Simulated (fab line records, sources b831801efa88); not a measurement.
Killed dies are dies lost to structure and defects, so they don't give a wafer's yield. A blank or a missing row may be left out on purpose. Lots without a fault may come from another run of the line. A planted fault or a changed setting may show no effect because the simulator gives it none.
Problem report in the 8D (eight disciplines) form, filled by code | flow gf180mcu | the parts of the form that need people (team, actions taken, sign-off) are left out

1. THE PROBLEM
heater_power_total_W at GF_POLY_GATE_PEB_08 reads a mean of 87.62 W on 3 wafers of 2 lots; wafers without a fault read 85.69 W with a standard deviation of 0.081. That is +24 standard deviations from the usual mean.
The step: peb time 90 s.
First seen on wafer L982.3, day 13 06:25, on litho_track-04. The record holds 18 wafers of 6 lots with a number at this step. Rule for "out", or "out of limits": more than 4 standard deviations from the usual mean. The other wafers with a number count as sound.

2. WHAT IT IS AND WHAT IT IS NOT
question                    | is                     | is not
which readings at this step | heater_power_total_W   | -
which lots                  | L982, L984             | L968, L975, L989, L991
which wafers of those lots  | L982.3, L984.3, L984.5 | L982.1, L982.2, L984.2
read on which tools         | litho_track-04         | litho_track-01, litho_track-02
when                        | from day 13 06:25      | up to then (8 sound wafers); but 7 sound wafers of L984, L989, L991 came after

3. SUSPECTS, AND WHAT RULES EACH OUT
Counting: a tool at a process step up to the reading stays a suspect if it ran every lot that is out. Sound lots after the first of them don't rule it out here, since some wafers of a struck lot are sound.
- plasma_asher-04 at GF_DUAL_GATE_STRIP_13 (strips in O2/N2): kept. It ran every lot that is out, first L982 (day 12 07:52); its last sound lot up to then is L968 (day 8 06:26).
- litho_track-04 at GF_POLY_GATE_PEB_08 (peb time 90 s): kept. It ran every lot that is out, first L982 (day 13 06:25); its last sound lot up to then is L975 (day 11 04:49). Its own readings are out on those wafers: heater_power_total_W.
Left after counting: plasma_asher-04 at GF_DUAL_GATE_STRIP_13, litho_track-04 at GF_POLY_GATE_PEB_08.

4. THE CAUSE (what the simulator had put in)
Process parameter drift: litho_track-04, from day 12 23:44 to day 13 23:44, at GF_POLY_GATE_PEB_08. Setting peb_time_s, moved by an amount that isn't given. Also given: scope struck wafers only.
Counting left 2 suspects, and this tool is among them.

5. THE CHAIN OF EFFECTS, in route order
Each row: a reading whose mean over the struck wafers that have a number lies more than 3 standard deviations from the usual. Only readings for which the record gives a usual standard deviation are gone through. hours: the time from each lot's start at the first step in this table that gives one to its start at this step, as a median over the lots. sigmas: the change in usual standard deviations.
hours | step                | reading              | usual   | on struck wafers | change | sigmas
0     | GF_POLY_GATE_PEB_08 | heater_power_total_W | 85.69 W | 87.62            | +1.93  | +24
The process steps in it:
- GF_POLY_GATE_PEB_08: peb time 90 s.
Readings that are blank on the struck wafers while sound wafers have them: plate_temp_C at GF_POLY_GATE_PEB_08.
Later measuring or inspecting steps at which every struck wafer that the step has a row for has a number for every such reading, and none has moved that far: GF_POLY_GATE_CD_MEAS_10, GF_POLY_GATE_OVL_MEAS_11.

6. WHAT WOULD HAVE CAUGHT IT SOONER
In this record the first reading out of limits was taken at day 13 06:25, 7 hours after the fault began at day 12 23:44.
